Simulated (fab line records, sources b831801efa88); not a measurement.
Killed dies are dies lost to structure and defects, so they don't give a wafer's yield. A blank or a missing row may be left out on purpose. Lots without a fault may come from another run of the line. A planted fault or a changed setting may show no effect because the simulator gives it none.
Problem report in the 8D (eight disciplines) form, filled by code | flow sky130 | the parts of the form that need people (team, actions taken, sign-off) are left out

1. THE PROBLEM
oes_product_au at SKY_METAL4_ETCH_17 reads a mean of 0.693 a.u. on 6 wafers of 2 lots; wafers without a fault read 0.754 a.u. with a standard deviation of 0.0069. That is -8.9 standard deviations from the usual mean.
The step: etches SiO2 in C4F8/O2/Ar, stops on TiN, time 3.9 s, target depth 15 nm.
First seen on wafer L367.1, day 44 16:02, on rie_diel-04. The record holds 36 wafers of 12 lots with a number at this step. Rule for "out", or "out of limits": more than 4 standard deviations from the usual mean. The other wafers with a number count as sound.

2. WHAT IT IS AND WHAT IT IS NOT
question                    | is                     | is not
which readings at this step | oes_product_au         | -
which lots                  | L367, L370             | L359, L360, L361, L362, L372, L374, L376, L377, L378, L380
which wafers of those lots  | all that have a number | -
read on which tools         | rie_diel-04            | rie_diel-01, rie_diel-03
when                        | from day 44 16:02      | up to then (12 sound wafers); but 18 sound wafers of L372, L374, L376, L377, L378, L380 came after

3. SUSPECTS, AND WHAT RULES EACH OUT
Counting: a tool at a process step up to the reading stays a suspect if it ran every lot that is out and no sound lot after the first of them.
- pvd_sputter-04 at SKY_VIA3_SPUTTER_20 (material TiN, target thk 20 nm, time 80 s): ruled out as a lasting fault. Sound lots L372, L377, L380 ran on it after its first lot that is out, L367 (day 42 16:45).
- rie_diel-04 at SKY_METAL4_ETCH_17 (etches SiO2 in C4F8/O2/Ar, stops on TiN, time 3.9 s, target depth 15 nm): kept. It ran every lot that is out, first L367 (day 44 16:02), and no sound lot after that; its last sound lot up to then is L362 (day 43 06:26). Its own readings are out on those wafers: oes_product_au.
Left after counting: rie_diel-04 at SKY_METAL4_ETCH_17.

4. THE CAUSE (what the simulator had put in)
Process parameter drift: rie_diel-04, from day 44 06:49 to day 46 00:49, at SKY_METAL4_ETCH_17. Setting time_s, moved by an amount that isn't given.
Counting left only this tool.

5. THE CHAIN OF EFFECTS, in route order
Each row: a reading whose mean over the struck wafers that have a number lies more than 3 standard deviations from the usual. Only readings for which the record gives a usual standard deviation are gone through. hours: the time from each lot's start at the first step in this table that gives one to its start at this step, as a median over the lots. sigmas: the change in usual standard deviations.
hours | step               | reading        | usual      | on struck wafers | change | sigmas
0     | SKY_METAL4_ETCH_17 | oes_product_au | 0.754 a.u. | 0.693            | -0.061 | -8.9
The process steps in it:
- SKY_METAL4_ETCH_17: etches SiO2 in C4F8/O2/Ar, stops on TiN, time 3.9 s, target depth 15 nm.

6. WHAT WOULD HAVE CAUGHT IT SOONER
In this record the first reading out of limits was taken at day 44 16:02, 9 hours after the fault began at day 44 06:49.
